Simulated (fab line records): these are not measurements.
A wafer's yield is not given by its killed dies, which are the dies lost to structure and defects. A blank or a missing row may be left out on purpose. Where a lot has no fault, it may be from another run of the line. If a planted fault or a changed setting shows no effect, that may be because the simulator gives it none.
Comparing a struck lot with a sound one :: flow sfqLine :: 28 out of 325 route steps
Sound: wafers L382.1, L382.3, L382.5. Struck: wafers L396.2, L396.3, L396.4. The cause is named last.
For every step that has rows: the tool of each side, followed by ch and its chambers, followed by its first start. Under that, the readings that differ: sound wafers :: struck wafers :: difference of the means :: sigmas: that difference in standard deviations of wafers without a fault.
alike: same words and numbers on both sides, and readings whose means sit less than 2 such deviations apart. not compared: any withheld reading, any reading some wafer has no value for, any bound like >300 that may hide the same value, and any number with overlapping values for which the record gives no deviation.
Wherever a step has rows on one side only, a row that says differs or no value, or a row with sigmas, the two part there. Numbers that have no deviation but don't overlap get no sigmas and don't part them. Lack of a reading on every wafer of one side parts them only where that side has two or more wafers.

first, 6 steps without rows for these wafers: SFQ_TRILAYER_M1_LITHO_COAT_044 (resist thk 62 nm); SFQ_TRILAYER_M1_LITHO_COAT_039 (resist thk 600 nm); SFQ_TRILAYER_M1_LITHO_SOFTBAKE_043; SFQ_TRILAYER_M1_LITHO_EXPOSE_040 (exposes mask M1, target cd 500 nm); SFQ_TRILAYER_M1_LITHO_PEB_042 (peb time 60 s); SFQ_TRILAYER_M1_LITHO_DEVELOP_041 (time 60 s).
SFQ_M1_OVL_MEAS_911:
  sound on overlay-02 at day 25 12:49; struck on overlay-01 at day 32 06:34
  alike: M1_OVL
SFQ_TRILAYER_M1_BARC_OPEN_METAL_ETCH_054: etches BARC in O2, target depth 125 nm, time 41.7 s.
  sound on rieMetal-03 ch 1, day 25 12:52; struck on rieMetal-04 ch 0,1, day 32 06:36
reading: drypumpMotorCurrentA (A)
sound: 5.3 5.3 5.3
struck: 6.7 6.7 6.1
difference: +1.2
sigmas: +3

reading: rfFwdPowerW (W)
sound: 584.1 586.0 586.1
struck: 594.5 593.7 594.9
difference: +9.0
sigmas: +3
  alike: oesProductAu
  not compared: rfHoursCounterH
SFQ_TRILAYER_M1_ETCH_METAL_ETCH_042: etches Nb in Cl2/Ar, stops on SiO2, target depth 240 nm, time 120 s.
  sound on rieMetal-03 ch 1, day 25 12:55; struck on rieMetal-04 ch 0,1, day 32 06:40
reading: drypumpMotorCurrentA (A)
sound: 5.2 5.2 5.3
struck: 6.6 6.7 6.1
difference: +1.2
sigmas: +3
  alike: oesProductAu, rfFwdPowerW
  not compared: rfHoursCounterH
SFQ_TRILAYER_M1_STRIP_STRIP_043: strips in O2.
  sound on rieMetal-03 ch 1, day 25 13:02; struck on rieMetal-04 ch 0,1, day 32 06:47
reading: drypumpMotorCurrentA (A)
sound: 5.3 5.3 5.3
struck: 6.7 6.7 6.1
difference: +1.2
sigmas: +3
  alike: oesProductAu
  not compared: rfHoursCounterH
then, 2 steps without rows for these wafers: SFQ_TRILAYER_M1_STRIP_SOLV_CLEAN_044 (cleans in NMP, time 600 s); SFQ_TRILAYER_I1_DEP_PECVD_045 (deposits SiO2 from SiH4/N2O, time 111.11 s, target thk 500 nm).
SFQ_TRILAYER_I1_CMP_CMP_046: polishes SiO2.
  sound on cmp-01 ch 0,1,2, day 25 14:54; struck on cmp-02 ch 1,2,3, day 32 08:08
reading: model.SiO2_of_TRILAYER_I1_DEP_PECVD_045.thkNm (nm)
sound: 199.1 200.1 199.7
struck: 184.4 184.3 184.3
difference: -15.3
sigmas: 
  alike: headPressurePsi, motorCurrentA, timeToEndpointS
SFQ_I1_BOW_MEAS_912:
  sound on filmMetro-03 at day 25 16:54; struck on filmMetro-03 at day 32 11:59
reading: I1_BOW (um)
sound: 4 -5 0
struck: - - -
difference: no value on the struck wafers
sigmas: 
SFQ_TRILAYER_I1_METRO_MEASURE_047:
  sound on filmMetro-03 at day 25 17:01; struck on filmMetro-03 at day 32 18:04
reading: thkNm (nm)
sound: 199.2 200.3 199.7
struck: 184.4 184.3 184.4
difference: -15.4
sigmas: -13
then, 6 steps without rows for these wafers: SFQ_TRILAYER_I1_VIA_LITHO_COAT_054 (resist thk 62 nm); SFQ_TRILAYER_I1_VIA_LITHO_COAT_049 (resist thk 650 nm); SFQ_TRILAYER_I1_VIA_LITHO_SOFTBAKE_053; SFQ_TRILAYER_I1_VIA_LITHO_EXPOSE_050 (exposes mask I1, target cd 500 nm); SFQ_TRILAYER_I1_VIA_LITHO_PEB_052 (peb time 60 s); SFQ_TRILAYER_I1_VIA_LITHO_DEVELOP_051 (time 60 s).
-- the record jumps here: 6 days lie between the struck wafers' starts before and after --
SFQ_I1_OVL_MEAS_913:
  sound on overlay-01 at day 32 20:06; struck on overlay-02 at day 38 15:05
  alike: I1_OVL
SFQ_TRILAYER_I1_VIA_BARC_OPEN_VIA_ETCH_071: etches BARC in O2, target depth 125 nm, time 41.7 s.
  sound on rieDiel-01 ch 0,1, day 32 20:08; struck on rieDiel-03 ch 1,3, day 38 15:07
  alike: drypumpMotorCurrentA, oesProductAu, rfFwdPowerW
  not compared: rfHoursCounterH
SFQ_TRILAYER_I1_VIA_ETCH_VIA_ETCH_052: etches SiO2 in CHF3, stops on Nb, target depth 260 nm.
  sound on rieDiel-01 ch 0,1, day 32 20:11; struck on rieDiel-03 ch 1,3, day 38 15:10
reading: oesProductAu (a.u.)
sound: 0.857 0.855 0.859
struck: 0.815 0.817 0.817
difference: -0.041
sigmas: -8

reading: model.I1.featureDepthNm (nm)
sound: 199.1 200.1 199.7
struck: 184.4 184.3 184.3
difference: -15.3
sigmas: 

reading: model.etch.depthNm (nm)
sound: 199.1 200.1 199.7
struck: 184.4 184.3 184.3
difference: -15.3
sigmas: 
  alike: drypumpMotorCurrentA, rfFwdPowerW
then, 2 steps without rows for these wafers: SFQ_TRILAYER_I1_VIA_STRIP_STRIP_053 (strips in O2); SFQ_TRILAYER_I1_VIA_STRIP_SOLV_CLEAN_054 (cleans in NMP, time 600 s).
SFQ_TRILAYER_M2_DEP_PRE_CLEAN_056: time 22.5 s.
  sound on pvdSputter-06 at day 32 21:04; struck on pvdSputter-03 at day 38 16:14
reading: model.SiO2_of_TRILAYER_I1_DEP_PECVD_045.thkNm (nm)
sound: 191.6 192.6 192.2
struck: 176.9 176.8 176.8
difference: -15.3
sigmas: 
SFQ_TRILAYER_M2_DEP_SPUTTER_055: material Nb, target thk 200 nm, time 133.3 s.
  sound on pvdSputter-06 at day 32 21:06; struck on pvdSputter-03 at day 38 16:16
  alike: throttleValvePct

== WHERE THEY PART ==
Earliest at SFQ_TRILAYER_M1_BARC_OPEN_METAL_ETCH_054; latest, in this record, at SFQ_TRILAYER_I1_VIA_ETCH_VIA_ETCH_052. Later steps at which nothing parts them and some readings are alike: SFQ_TRILAYER_M2_DEP_SPUTTER_055.

WHY: what the simulator had put in
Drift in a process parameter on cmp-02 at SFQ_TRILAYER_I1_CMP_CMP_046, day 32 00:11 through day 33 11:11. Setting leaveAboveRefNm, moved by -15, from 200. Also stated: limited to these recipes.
